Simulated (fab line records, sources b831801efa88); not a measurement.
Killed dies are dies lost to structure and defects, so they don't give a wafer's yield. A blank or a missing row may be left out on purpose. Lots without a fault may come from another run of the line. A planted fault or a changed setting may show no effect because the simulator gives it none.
Problem report in the 8D (eight disciplines) form, filled by code | flow sky130 | the parts of the form that need people (team, actions taken, sign-off) are left out

1. THE PROBLEM
strip_time_to_endpoint_s at SKY_LDD_N_STRIP_16 reads a mean of 4.554 s on 3 wafers of 3 lots; wafers without a fault read 4.308 s with a standard deviation of 0.015. That is +16 standard deviations from the usual mean.
The step: strips in O2/N2.
First seen on wafer L465.5, day 20 16:43, on plasma_asher-02. The record holds 36 wafers of 12 lots with a number at this step. Rule for "out", or "out of limits": more than 4 standard deviations from the usual mean. The other wafers with a number count as sound.

2. WHAT IT IS AND WHAT IT IS NOT
question                    | is                               | is not
which readings at this step | strip_time_to_endpoint_s         | drypump_motor_current_A, n2_flow_sccm
which lots                  | L465, L466, L467                 | L458, L461, L462, L473, L474, L475, L476, L477, L479
which wafers of those lots  | L465.5, L466.5, L467.2           | L465.1, L465.3, L466.1, L466.3, L467.1, L467.6
read on which tools         | plasma_asher-01, plasma_asher-02 | plasma_asher-03
when                        | from day 20 16:43                | up to then (11 sound wafers); but 22 sound wafers of L466, L467, L473, L474, L475, L476, L477, L479 came after

3. SUSPECTS, AND WHAT RULES EACH OUT
Counting: a tool at a process step up to the reading stays a suspect if it ran every lot that is out. Sound lots after the first of them don't rule it out here, since some wafers of a struck lot are sound.
- litho_track-03 at SKY_LDD_N_COAT_02 (resist thk 300 nm): kept. It ran every lot that is out, first L465 (day 19 23:28); its last sound lot up to then is L462 (day 19 03:46).
Left after counting: litho_track-03 at SKY_LDD_N_COAT_02.

4. THE CAUSE (what the simulator had put in)
Process parameter drift: litho_track-03, from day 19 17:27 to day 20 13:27, at SKY_LDD_N_COAT_02. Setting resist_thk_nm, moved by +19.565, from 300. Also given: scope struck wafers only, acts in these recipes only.
Counting left only this tool.

5. THE CHAIN OF EFFECTS, in route order
Each row: a reading whose mean over the struck wafers that have a number lies more than 3 standard deviations from the usual. Only readings for which the record gives a usual standard deviation are gone through. hours: the time from each lot's start at the first step in this table that gives one to its start at this step, as a median over the lots. sigmas: the change in usual standard deviations.
hours | step               | reading                  | usual   | on struck wafers | change | sigmas
0     | SKY_LDD_N_STRIP_16 | strip_time_to_endpoint_s | 4.308 s | 4.554            | +0.246 | +16
The process steps in it:
- SKY_LDD_N_STRIP_16: strips in O2/N2.
Later measuring or inspecting steps at which every struck wafer that the step has a row for has a number for every such reading, and none has moved that far: SKY_LDD_HVN_OVL_MEAS_07.

6. WHAT WOULD HAVE CAUGHT IT SOONER
In this record the first reading out of limits was taken at day 20 16:43, 23 hours after the fault began at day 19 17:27.
Of the tool readings at SKY_LDD_N_COAT_02 for which the record gives a usual standard deviation, none was out on any struck wafer, so an alarm limit of 4 standard deviations on them would not have fired.
All the lots that are out (3) had begun SKY_LDD_N_COAT_02 on litho_track-03 by day 20 16:43. A hold on the tool at that time would have spared none of them.
